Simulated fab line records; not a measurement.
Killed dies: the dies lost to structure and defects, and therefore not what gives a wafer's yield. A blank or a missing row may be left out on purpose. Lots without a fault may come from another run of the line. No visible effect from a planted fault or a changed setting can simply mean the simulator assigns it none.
Matching of chambers ; flow sky130 ; SKY_SPACER_ETCHBACK_02 on rie_diel-04: 4 sister chambers
The step etches Si3N4 in CH3F/O2, stops on SiO2, time 46.7 s, target depth 45 nm. 18 wafers are shown with their chamber, then 9 later ones without.

WAFERS PAIRED WITH THEIR CHAMBERS
wafer;chamber;drypump_motor_current_A (A);rf_fwd_power_W (W);throttle_valve_pct (%)
L074.1;3;6.0;397.4;10.551
L074.2;0;4.8;398.1;10.578
L074.3;2;6.4;397.4;10.553
L076.2;1;6.2;395.7;10.577
L076.4;3;6.0;396.6;10.556
L076.5;0;4.8;399.9;10.559
L080.1;2;6.4;398.2;10.557
L080.2;3;6.0;395.1;10.564
L080.3;0;4.8;400.6;10.556
L083.1;0;4.8;397.9;10.560
L083.4;3;6.0;396.6;10.565
L083.6;3;6.0;397.5;10.550
L089.1;0;4.8;396.5;10.572
L089.5;1;6.2;395.4;10.576
L089.6;2;6.4;398.6;10.560
L093.1;2;6.4;398.2;10.567
L093.5;2;6.4;398.8;10.553
L093.6;3;5.9;396.7;10.547

SIGNATURES (averages over the wafers above)
reading;chamber 0;chamber 1;chamber 2;chamber 3;scatter within a chamber
drypump_motor_current_A;4.800;6.200;6.400;5.983;0.0244
rf_fwd_power_W;398.600;395.550;398.240;396.650;1.06
throttle_valve_pct;10.56500;10.57650;10.55800;10.55550;0.00747
Rule: for each reading, subtract the chamber's mean from the wafer's reading, divide by that reading's scatter and square the result; add these up over the readings and take the root, which gives the wafer's distance from the chamber. If the next closest chamber is less than 2 further off than the closest, the wafer can't be placed; otherwise it belongs to the closest. The scatter: take each reading less its chamber's mean, square it, sum over the shown wafers, divide by the number of wafers less the number of chambers, and take the root.

WAFERS MISSING THEIR CHAMBER
wafer;drypump_motor_current_A (A);rf_fwd_power_W (W);throttle_valve_pct (%)
L095.1;6.4;396.6;10.572
L095.2;4.8;396.6;10.553
L095.4;6.0;395.0;10.575
L097.1;4.8;396.1;10.552
L097.2;6.0;394.2;10.572
L097.3;6.2;396.2;10.564
L097.4;6.4;399.4;10.554
L097.5;6.2;395.4;10.557
L097.6;4.8;395.3;10.564

WHICH CHAMBER EACH WENT THROUGH
wafer;from the rows above;in truth
L095.1;2;2
L095.2;0;0
L095.4;3;3
L097.1;0;0
L097.2;3;3
L097.3;1;1
L097.4;2;2
L097.5;1;1
L097.6;0;0
Correctly placed: 9 of 9. Left unplaced by these rows: 0. Wrongly placed: 0.
